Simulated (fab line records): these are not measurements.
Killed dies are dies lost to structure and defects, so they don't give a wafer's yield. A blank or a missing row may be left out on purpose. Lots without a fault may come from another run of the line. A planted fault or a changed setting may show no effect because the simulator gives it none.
A lot that was struck, set against a sound lot || flow sky130 || 15 out of 708 route steps
Sound: these wafers, L599.1, L599.2, L599.5. Wafers struck: L618.3, L618.4, L618.5. The cause comes at the end.
Order at every step that has rows: each side's tool, ch and its chambers, its first start. Under that, the readings that differ: sound wafers || struck wafers || difference of the means || sigmas: that difference in standard deviations of wafers without a fault.
alike: readings with means less than 2 such deviations apart, plus words and numbers identical on both sides. not compared: withheld readings, readings lacking a value on some wafer, bounds such as >300 that could conceal the same value, and numbers that have no deviation in the record and whose values overlap.
A row with sigmas, a row that says differs or no value, or rows on one side alone: a step with any of these is where the two part. Numbers that don't overlap but have no deviation are shown without sigmas and don't part them. A reading missing from all wafers of one side parts the sides only when that side holds two or more wafers.

SKY_RES_PROTECT_STRIP_07: strips in O2/N2.
  sound on plasmaAsher-03 ch 0,1, day 16 02:49; struck on plasmaAsher-04 ch 0,1, day 22 06:42
  alike: drypumpMotorCurrentA, oesProductAu, stripTimeToEndpointS
  not compared: rfHoursCounterH
SKY_RES_PROTECT_TW_MEAS_08:
  sound on filmMetro-02 at day 16 02:55; struck on filmMetro-01 at day 22 06:47
  alike: POLY_GATE_TW
then, 2 steps without rows for these wafers: SKY_RES_PROTECT_CLEAN_09 (cleans in SC1/SC2, time 150 s); SKY_POLY_GATE_CVD_03 (deposits Si3N4 from DCS/NH3, target thk 75 nm, time 1290 s).
SKY_POLY_GATE_THK_MEAS_04:
  sound on filmMetro-02 at day 16 04:37; struck on filmMetro-02 at day 22 08:16
  alike: POLY_GATE_CVD_03_THK
then, 7 steps without rows for these wafers: SKY_POLY_GATE_DEHYDRATE_05 (time 60 s); SKY_POLY_GATE_HMDS_06 (prime time 60 s); SKY_POLY_GATE_COAT_07 (resist thk 110 nm); SKY_POLY_GATE_COAT_08 (resist thk 450 nm); SKY_POLY_GATE_SOFTBAKE_09 (time 90 s); SKY_POLY_GATE_EXPOSE_10 (exposes mask P1M, target cd 150 nm); SKY_POLY_GATE_PEB_11.
SKY_POLY_GATE_DEVELOP_12: develop time 60 s.
  sound on lithoTrack-02 ch 0, day 17 08:00; struck on lithoTrack-02 ch 0, day 23 15:00
{"reading": "developerTempC (C)", "sound": "21.03 21.09 21.16", "struck": "21.56 21.78 21.79", "difference": "+0.62", "sigmas": "+6"}
  alike: exhaustPa
SKY_POLY_GATE_CD_MEAS_13 targets a cd of 150 nm.
  sound on cdSem-01 at day 17 08:55; struck on cdSem-02 at day 23 15:27
  alike: cdNm
-- here the record skips 27 days between the struck wafers' starts before and after, leaving off in module POLY_GATE and picking up in module PAD_OPEN (first step shown: number 708 of the route) --
SKY_PAD_OPEN_PROBE_99:
  sound on prober-02 at day 46 15:33; struck on prober-01 at day 50 08:05
{"reading": "killed_at_M0_to_M3", "sound": "37 38 45", "struck": 64, "difference": "+24", "sigmas": "+3"}
  alike: killed_at_M4_up, killedAtContacts, killedAtFrontEnd, killedAtOther, killedDies, killedOpen, killedShort

## WHERE THEY PART
First at SKY_POLY_GATE_DEVELOP_12; last, within this record, at SKY_PAD_OPEN_PROBE_99.

WHY: what had been put in by the simulator
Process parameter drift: lithoTrack-02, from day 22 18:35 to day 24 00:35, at SKY_POLY_GATE_DEVELOP_12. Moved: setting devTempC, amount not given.
